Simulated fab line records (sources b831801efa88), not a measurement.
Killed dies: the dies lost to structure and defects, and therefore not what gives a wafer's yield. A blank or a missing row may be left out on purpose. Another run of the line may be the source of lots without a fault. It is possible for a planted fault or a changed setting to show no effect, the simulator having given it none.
fab line records    flow sky130
[record] lots = 6  wafers = 18  last-day = 50
route steps=708 shown VIA2@509 PAD_OPEN@708
lots with no fault: from the same line, run without faults
start-h: start of the lot's first displayed wafer, in hours after the record's first day    wait-h: how many hours have passed since the lot's step before this one    " same as the row above    L1.1+2: one row covering several wafers at once    - no value, or no start given    * or withheld: withheld    < > ~ a bound
route shown NAME@n: a module of which the file shows steps, and the number in the route of the first    usual: the fault-free wafers' mean and standard deviation    same: alike in all rows    chamber/n: place in a boat    sites: the reading at each site    _std_site: standard deviation across them    _edge_site: the outer-site mean with the inner-site mean subtracted    radius-mm: for every site, how far away it sits from the centre of the wafer    mask NAME#n: copy n    behind: the most recent tool/chamber to have shaped the wafer    hold: what put the lot on hold/how long, in hours/how the hold closed    device: the n, p or np transistor that did not switch    end of line: at the end of the route, the tests of the same wafers    for a step that has no rows: nothing shown but its recipe    killed: dies that structure and defects cost at the first sort, which is not the same as the wafer's yield    map: per-die view of a wafer (x killed, . not killed, _ where there is no die)
set.NAME: the setting that was run; set.NAME@STEP: the one run at that earlier step    model.NAME: the simulator's own value behind a step, which no gauge read
lots seen at some steps along the route; tables by step, rows by wafer
services: a tool's chamber out of use, with start hour (start-h, from the record's first day; less than 0 if before it), hours out, and reason
[[steps]]
[step SKY_VIA2_CMP_02]
[recipe] material = SiO2  down-force-psi = 4  platen-rpm = 60  pad-velocity-m-s = 0.94248
[usual] head-pressure-psi = 4.001/0.0097  motor-current-A = 12.7/1.1
lot.wafer  tool    chamber  start-h  wait-h  head-pressure-psi  motor-current-A
L363.3     cmp-01  2        831.21   0.0     4.000              13.5
L363.2     "       3        "        "       3.984              13.1
L363.5     "       2        "        "       4.002              13.5
L367.2     cmp-01  1        879.41   0.1     3.999              12.8
L367.4     "       3        "        "       4.004              14.3
L367.6     "       0        "        "       3.986              12.6
L370.2     cmp-02  1        889.49   0.0     4.000              10.8
L370.1     "       0        "        "       4.012              11.3
L370.6     "       1        "        "       3.999              10.6
L371.3     cmp-02  1        912.82   0.0     4.003              10.0
L371.2     "       0        "        "       3.994              11.0
L371.6     "       1        "        "       3.998              11.0
L384.1     cmp-01  0        984.09   0.1     4.005              12.6
L384.5     "       3        "        "       4.006              13.1
L384.6     "       0        "        "       4.007              12.3
L385.3     cmp-01  3        986.26   0.1     3.996              14.6
L385.4     "       0        "        "       4.005              13.2
L385.1     "       1        "        "       4.000              13.3
[step SKY_VIA2_BOW_MEAS_03]
[recipe] mode = bow
[usual] VIA2_BOW = 84/7.3
lot.wafer  tool           chamber  start-h  wait-h  VIA2_BOW[um]
L363.2     film-metro-04  -        831.53   0.2     82
L363.3     "              -        "        "       88
L363.5     "              -        "        "       79
L367.2     film-metro-04  -        879.68   0.2     84
L367.4     "              -        "        "       89
L367.6     "              -        "        "       72
L370.1     film-metro-03  -        889.79   0.1     84
L370.2     "              -        "        "       73
L370.6     "              -        "        "       83
L371.2     film-metro-04  -        913.14   0.1     89
L371.3     "              -        "        "       73
L371.6     "              -        "        "       79
L384.1     film-metro-01  -        984.34   0.2     85
L384.5     "              -        "        "       79
L384.6     "              -        "        "       75
L385.1     film-metro-04  -        986.51   0.1     89
L385.3     "              -        "        "       92
L385.4     "              -        "        "       89
[step SKY_VIA2_DEHYDRATE_04]
[recipe] temp-c = 200  time-s = 60
[step SKY_VIA2_HMDS_05]
[recipe] prime-time-s = 60  prime-temp-c = 120
[step SKY_VIA2_COAT_06]
[recipe] resist = BARC  temp-c = withheld  time-s = withheld  spin-rpm = 3000  resist-thk-nm = 60
[step SKY_VIA2_COAT_07]
[recipe] resist = KrF-thick  spin-rpm = 3000  resist-thk-nm = 450
[step SKY_VIA2_SOFTBAKE_08]
[recipe] temp-c = 100  time-s = 90  resist = KrF-thick
[step SKY_VIA2_EXPOSE_09]
[recipe] mask-id = VIM2  na = 0.8  source-shape = annular  sigma-inner = 0.55  sigma-outer = 0.85  target-cd-nm = 200  dose-mj = 38
[step SKY_VIA2_PEB_10]
[recipe] peb-temp-c = withheld  peb-time-s = withheld  resist = KrF-thick
[step SKY_VIA2_DEVELOP_11]
[recipe] develop-time-s = 60  resist = KrF-thick  dev-temp-c = 21
[step SKY_VIA2_CD_MEAS_12]
[recipe] target-cd-nm = 200
[usual] cd-nm = 199.8/1.3
lot.wafer  tool       chamber  start-h  wait-h  cd-nm
L363.2     cd-sem-02  -        857.88   -       199.6
L363.3     "          -        "        "       201.0
L363.5     "          -        "        "       201.9
L367.2     cd-sem-02  -        905.48   -       199.3
L367.4     "          -        "        "       199.6
L367.6     "          -        "        "       199.4
L370.1     cd-sem-02  -        915.65   -       196.9
L370.2     "          -        "        "       199.1
L370.6     "          -        "        "       197.3
L371.2     cd-sem-02  -        937.23   -       201.7
L371.3     "          -        "        "       201.9
L371.6     "          -        "        "       201.4
L384.1     cd-sem-01  -        1007.35  -       199.4
L384.5     "          -        "        "       198.2
L384.6     "          -        "        "       199.2
L385.1     cd-sem-01  -        1009.68  -       198.6
L385.3     "          -        "        "       198.2
L385.4     "          -        "        "       198.0
[step SKY_VIA2_OVL_MEAS_13]
[usual] VIA2_OVL = 0/6.1
lot.wafer  tool        chamber  start-h  wait-h  VIA2_OVL[nm]
L363.2     overlay-01  -        857.99   0.1     10
L363.3     "           -        "        "       13
L363.5     "           -        "        "       7
L367.2     overlay-01  -        905.59   0.1     8
L367.4     "           -        "        "       -4
L367.6     "           -        "        "       2
L370.1     overlay-02  -        915.77   0.1     1
L370.2     "           -        "        "       -3
L370.6     "           -        "        "       -5
L371.2     overlay-02  -        937.34   0.1     -8
L371.3     "           -        "        "       -9
L371.6     "           -        "        "       -3
L384.1     overlay-02  -        1007.47  0.1     -4
L384.5     "           -        "        "       -6
L384.6     "           -        "        "       -3
L385.1     overlay-01  -        1009.81  0.1     0
L385.3     "           -        "        "       1
L385.4     "           -        "        "       6
[step SKY_VIA2_ETCH_14]
[recipe] chemistry = N2/H2  target = BARC  ion-energy-ev = 200  source-w = 500  bias-w = 100  pressure-mtorr = 30  n2-flow-sccm = 100  h2-flow-sccm = 200  stop-on = SiO2  time-s = 45.9  target-depth-a = 600
[usual] drypump-motor-current-A = 5.9/0.38  n2-flow-sccm = 99.96/0.3  oes-product-au = 0.855/0.0046  run-length-s = 74.1/0.38  throttle-valve-pct = 13.227/0.0096
lot.wafer  tool         chamber  start-h  wait-h  drypump-motor-current-A  n2-flow-sccm  oes-product-au  rf-hours-counter-h  run-length-s  throttle-valve-pct
L363.2     rie-diel-02  2        858.02   0.0     5.9                      99.92         0.857           1                   74.2          13.229
L363.3     "            3        "        "       6.5                      100.02        0.856           15                  74.0          13.226
L363.5     "            1        "        "       6.1                      100.32        0.860           -                   74.4          13.226
L367.2     rie-diel-04  1        905.62   0.0     5.2                      99.82         0.853           8                   73.9          13.220
L367.4     "            3        "        "       6.0                      99.72         0.853           20                  74.2          13.226
L367.6     "            0        "        "       5.6                      99.95         0.867           -                   74.0          13.209
L370.1     rie-diel-04  3        915.80   0.0     6.0                      100.34        0.894           20                  72.0          13.229
L370.2     "            1        "        "       5.2                      100.11        0.892           8                   72.0          13.231
L370.6     "            3        "        "       6.0                      100.23        0.892           -                   72.4          13.234
L371.2     rie-diel-04  0        937.37   0.0     5.7                      100.35        0.883           28                  71.4          13.243
L371.3     "            1        "        "       5.2                      99.97         0.892           9                   71.7          13.230
L371.6     "            0        "        "       5.7                      99.89         0.884           -                   71.4          13.229
L384.1     rie-diel-02  3        1007.50  0.0     6.5                      99.70         0.857           19                  74.3          13.226
L384.5     "            1        "        "       6.1                      99.66         0.857           -                   73.6          13.213
L384.6     "            2        "        "       5.9                      100.00        0.850           -                   73.9          13.213
L385.1     rie-diel-01  0        1009.84  0.0     5.8                      100.25        0.847           4                   74.6          13.233
L385.3     "            1        "        "       6.1                      100.32        0.852           20                  75.0          13.233
L385.4     "            2        "        "       5.6                      99.58         0.856           14                  74.6          13.215
[step SKY_VIA2_ETCH_15]
[recipe] target = SiO2  chemistry = C4F8/O2/Ar  target-depth-nm = 546  stop-on = TiN  mask-material = KrF-thick  source-w = 1500  bias-w = 1200  pressure-mtorr = 40  c4f8-flow-sccm = withheld  O2_flow_sccm = 6  Ar_flow_sccm = 300  time-s = 84
[usual] oes-product-au = 0.939/0.0052  run-length-s = 112.2/0.4
lot.wafer  tool         chamber  start-h  wait-h  oes-product-au  run-length-s
L363.2     rie-diel-02  2        858.06   0.0     0.932           112.8
L363.3     "            3        "        "       0.941           111.9
L363.5     "            1        "        "       0.934           111.8
L367.2     rie-diel-04  1        905.66   0.0     0.935           112.5
L367.4     "            3        "        "       0.931           112.2
L367.6     "            0        "        "       0.942           112.1
L370.1     rie-diel-04  3        915.84   0.0     0.938           112.0
L370.2     "            1        "        "       0.936           111.9
L370.6     "            3        "        "       0.939           112.2
L371.2     rie-diel-04  0        937.41   0.0     0.936           111.8
L371.3     "            1        "        "       0.945           111.9
L371.6     "            0        "        "       0.936           111.8
L384.1     rie-diel-02  3        1007.55  0.0     0.937           112.0
L384.5     "            1        "        "       0.935           112.1
L384.6     "            2        "        "       0.943           112.2
L385.1     rie-diel-01  0        1009.89  0.0     0.933           112.6
L385.3     "            1        "        "       0.936           112.7
L385.4     "            2        "        "       0.938           112.5
[step SKY_PAD_OPEN_PROBE_99]
[usual] defect-limited-yield = 82.3/2  killed_at_M0_to_M3 = 44/7.5  killed_at_M4_up = 2.9/1.8  killed-at-contacts = 24/5.1  killed-at-front-end = 16/4.7  killed-at-other = 0.3/0.46  killed-dies = 87/9.9  killed-open = 47/8  killed-short = 39/6.3  sort_bin_3_pad_short = 0.8/0.43  sort_bin_5_function = 10.6/1.6  sort_bin_6_memory = 6.3/1.1  sort-n-pass = 405/9.9  sort-yield-pct = 82.3/2
[same] gross-dies = 492  killed-at-back-side = 0  sort_bin_4_leakage[%] = 0  sort_bin_8_speed[%] = 0
lot.wafer  tool       chamber  start-h  wait-h  defect-limited-yield[%]  killed_at_M0_to_M3  killed_at_M4_up  killed-at-contacts  killed-at-front-end  killed-at-other  killed-dies  killed-open  killed-short  sort_bin_3_pad_short[%]  sort_bin_5_function[%]  sort_bin_6_memory[%]  sort-n-pass  sort-yield-pct[%]
L363.2     prober-01  -        1085.05  0.1     82.9                     38                  4                24                  18                   0                84           45           39            0.2                      12.0                    4.9                   408          82.9
L363.3     prober-01  -        1085.10  0.2     83.1                     37                  3                28                  15                   0                83           46           36            0.6                      11.4                    4.9                   409          83.1
L363.5     prober-01  -        1085.20  0.2     82.9                     41                  5                27                  11                   0                84           49           35            0.4                      10.2                    6.5                   408          82.9
L367.2     prober-02  -        1122.55  0.1     84.3                     38                  1                17                  21                   0                77           36           41            1.8                      11.2                    2.6                   415          84.3
L367.4     prober-02  -        1122.65  0.2     81.1                     58                  5                13                  17                   0                93           48           45            1.2                      12.0                    5.7                   399          81.1
L367.6     prober-02  -        1122.75  0.2     84.6                     39                  3                22                  11                   1                76           32           43            1.4                      9.6                     4.5                   416          84.6
L370.1     prober-01  -        1130.35  0.1     80.3                     45                  5                31                  15                   1                97           57           39            0.4                      11.2                    8.1                   395          80.3
L370.2     prober-01  -        1130.40  0.1     83.9                     36                  2                20                  20                   1                79           34           44            1.4                      9.3                     5.3                   413          83.9
L370.6     prober-01  -        1130.60  0.2     83.9                     42                  3                25                  9                    0                79           51           28            1.0                      7.9                     7.1                   413          83.9
L371.2     prober-01  -        1147.57  0.1     81.7                     45                  2                25                  18                   0                90           48           42            0.6                      10.6                    7.1                   402          81.7
L371.3     prober-01  -        1147.62  0.2     83.7                     33                  3                28                  16                   0                80           36           44            0                        8.9                     7.3                   412          83.7
L371.6     prober-01  -        1147.77  0.2     83.7                     44                  2                18                  16                   0                80           41           39            1.0                      8.9                     6.3                   412          83.7
L384.1     prober-01  -        1196.67  0.1     85.8                     32                  1                26                  11                   0                70           39           31            0.2                      8.1                     5.9                   422          85.8
L384.5     prober-01  -        1196.87  0.2     81.9                     41                  2                29                  17                   0                89           53           35            0.4                      12.0                    5.7                   403          81.9
L384.6     prober-01  -        1196.92  0.2     81.1                     43                  6                28                  15                   1                93           48           44            0.6                      12.4                    5.9                   399          81.1
L385.1     prober-02  -        1198.20  0.1     79.1                     56                  1                22                  24                   0                103          61           42            0                        13.2                    7.7                   389          79.1
L385.3     prober-02  -        1198.30  0.2     81.9                     34                  2                28                  25                   0                89           49           39            0.2                      11.2                    6.7                   403          81.9
L385.4     prober-02  -        1198.35  0.2     80.9                     42                  6                27                  18                   1                94           43           50            0.4                      10.0                    8.7                   398          80.9
// killed by level:class
L363.2 CONTACT:geometric-particle:open=7 FIELD_ISO:geometric-particle:short=7 VIA1:geometric-particle:open=7 VIA2:geometric-particle:open=7 METAL2:geometric-particle:short=6 LI_CONTACT:geometric-particle:open=5 VIA3:geometric-particle:open=5 FIELD_ISO:geometric-particle:open=4
L363.3 VIA1:geometric-particle:open=10 LI_CONTACT:geometric-particle:open=9 METAL1:geometric-particle:short=6 CONTACT:geometric-particle:open=5 VIA2:geometric-particle:open=5 FIELD_ISO:geometric-particle:short=4 POLY_GATE:geometric-particle:open=4 LI_CONTACT:geometric-particle:short=4
L363.5 LI_CONTACT:geometric-particle:open=10 VIA1:geometric-particle:open=9 CONTACT:geometric-particle:open=6 VIA2:geometric-particle:open=5 CONTACT:geometric-particle:short=5 VIA3:geometric-particle:open=5 FIELD_ISO:geometric-particle:open=4 POLY_GATE:geometric-particle:open=4
L367.2 VIA1:geometric-particle:open=9 FIELD_ISO:geometric-particle:short=6 POLY_GATE:geometric-particle:short=6 VIA1:geometric-particle:short=6 VIA2:geometric-particle:open=6 CONTACT:geometric-particle:open=5 METAL2:geometric-particle:short=5 VIA3:geometric-particle:open=5
L367.4 VIA1:geometric-particle:open=15 METAL3:geometric-particle:short=8 VIA3:geometric-particle:open=7 VIA1:geometric-particle:short=7 METAL1:geometric-particle:short=6 VIA2:geometric-particle:open=6 POLY_GATE:geometric-particle:open=5 METAL4:geometric-particle:short=5
L367.6 VIA1:geometric-particle:open=9 CONTACT:geometric-particle:open=8 LOCAL_INTERCONNECT:geometric-particle:short=6 VIA1:geometric-particle:short=6 METAL3:geometric-particle:short=5 METAL2:geometric-particle:short=5 VIA3:geometric-particle:open=5 CONTACT:geometric-particle:short=5
L370.1 CONTACT:geometric-particle:open=12 VIA3:geometric-particle:open=11 LI_CONTACT:geometric-particle:open=8 VIA2:geometric-particle:open=7 LOCAL_INTERCONNECT:geometric-particle:short=6 METAL2:geometric-particle:short=6 METAL1:geometric-particle:short=5 FIELD_ISO:geometric-particle:open=4
L370.2 CONTACT:geometric-particle:open=9 METAL2:geometric-particle:short=7 VIA1:geometric-particle:short=7 VIA2:geometric-particle:open=7 CONTACT:geometric-particle:short=6 FIELD_ISO:geometric-particle:open=4 VIA1:geometric-particle:open=4 VIA3:geometric-particle:short=4
L370.6 VIA1:geometric-particle:open=13 LI_CONTACT:geometric-particle:open=11 CONTACT:geometric-particle:open=8 VIA3:geometric-particle:open=7 METAL1:geometric-particle:short=6 METAL2:geometric-particle:short=5 VIA2:geometric-particle:open=5 CONTACT:geometric-particle:short=3
L371.2 CONTACT:geometric-particle:open=11 VIA1:geometric-particle:open=9 VIA2:geometric-particle:open=8 VIA3:geometric-particle:open=7 POLY_GATE:geometric-particle:short=6 METAL1:geometric-particle:short=6 VIA1:geometric-particle:short=6 LI_CONTACT:geometric-particle:open=5
L371.3 CONTACT:geometric-particle:short=10 CONTACT:geometric-particle:open=8 METAL2:geometric-particle:short=6 VIA2:geometric-particle:open=6 VIA1:geometric-particle:open=5 FIELD_ISO:geometric-particle:open=4 POLY_GATE:geometric-particle:short=4 LI_CONTACT:geometric-particle:short=4
L371.6 VIA1:geometric-particle:short=8 VIA2:geometric-particle:open=6 VIA1:geometric-particle:open=6 FIELD_ISO:geometric-particle:open=5 LI_CONTACT:geometric-particle:open=5 LOCAL_INTERCONNECT:geometric-particle:short=5 CONTACT:geometric-particle:open=5 METAL2:geometric-particle:short=5
L384.1 CONTACT:geometric-particle:open=9 VIA1:geometric-particle:open=7 VIA3:geometric-particle:short=6 LOCAL_INTERCONNECT:geometric-particle:short=5 VIA3:geometric-particle:open=5 LI_CONTACT:geometric-particle:short=4 LOCAL_INTERCONNECT:geometric-particle:open=4 FIELD_ISO:geometric-particle:short=3
L384.5 VIA1:geometric-particle:open=11 LI_CONTACT:geometric-particle:open=10 CONTACT:geometric-particle:open=6 VIA2:geometric-particle:open=6 LOCAL_INTERCONNECT:geometric-particle:short=5 METAL2:geometric-particle:short=5 VIA3:geometric-particle:open=5 FIELD_ISO:geometric-particle:short=4
L384.6 CONTACT:geometric-particle:open=10 VIA3:geometric-particle:open=10 VIA1:geometric-particle:open=9 LOCAL_INTERCONNECT:geometric-particle:short=7 FIELD_ISO:geometric-particle:short=5 METAL1:geometric-particle:short=5 VIA2:geometric-particle:short=5 METAL4:geometric-particle:short=4
L385.1 CONTACT:geometric-particle:open=14 VIA1:geometric-particle:open=11 VIA2:geometric-particle:open=10 VIA3:geometric-particle:open=9 POLY_GATE:geometric-particle:short=7 FIELD_ISO:geometric-particle:short=6 VIA2:geometric-particle:short=6 POLY_GATE:geometric-particle:open=5
L385.3 CONTACT:geometric-particle:open=10 FIELD_ISO:geometric-particle:open=8 VIA1:geometric-particle:open=7 VIA3:geometric-particle:open=7 FIELD_ISO:geometric-particle:short=6 METAL1:geometric-particle:short=6 LI_CONTACT:geometric-particle:open=5 VIA2:geometric-particle:open=5
L385.4 VIA1:geometric-particle:open=9 FIELD_ISO:geometric-particle:short=7 LI_CONTACT:geometric-particle:open=7 CONTACT:geometric-particle:short=7 VIA3:geometric-particle:open=6 METAL4:geometric-particle:short=6 CONTACT:geometric-particle:open=5 VIA1:geometric-particle:short=5
[[services]]
tool         chamber  start-h  hours  kind
rie-diel-04  0        815.97   15.1   repair
rie-diel-02  2        822.43   -      clean
rie-diel-02  2        822.43   15.4   scheduled-down
rie-diel-02  2        822.43   15.4   vent-cycle
rie-diel-04  -        822.53   2.8    repair
cmp-02       -        826.83   1.9    repair
rie-diel-04  3        844.48   1.9    repair
cmp-02       -        856.16   11.8   repair
rie-diel-02  2        858.92   11.4   repair
cmp-02       -        867.97   5.5    pm
rie-diel-02  -        887.58   0.7    repair
cmp-01       -        912.15   4.0    pm
cmp-01       -        916.15   -      consumable-replace:conditioner
cmp-01       -        916.15   -      consumable-replace:pad
rie-diel-04  3        926.03   1.3    repair
cmp-02       -        937.50   2.1    repair
rie-diel-04  -        939.02   0.7    repair
rie-diel-04  3        972.65   1.2    repair
cmp-01       -        974.23   0.2    repair
rie-diel-04  1        976.89   3.0    repair
cmp-02       -        992.92   11.0   repair
rie-diel-04  0        994.54   -      clean
rie-diel-04  0        994.54   23.3   scheduled-down
rie-diel-04  0        994.54   23.3   vent-cycle
[[key]]
[first-sign] step = SKY_VIA2_ETCH_14  reading = oes-product-au  direction = up  sigmas = 7.4  usual = 0.855  struck = 0.890
[effect] step = SKY_VIA2_ETCH_14  reading = run-length-s  direction = down  sigmas = 6.1  usual = *  struck = *
met-at SKY_VIA2_ETCH_14
struck-wafers L370.1,L370.2,L370.6,L371.2,L371.3,L371.6
onset-between 905.62 915.80
[fault] kind = process-parameter-drift  tool = rie-diel-04  chamber = -  onset-h = 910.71  steps = SKY_VIA2_ETCH_14  channel = time-s  offset = *  shape = step  end-h = 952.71  acts-in = *  stated = *
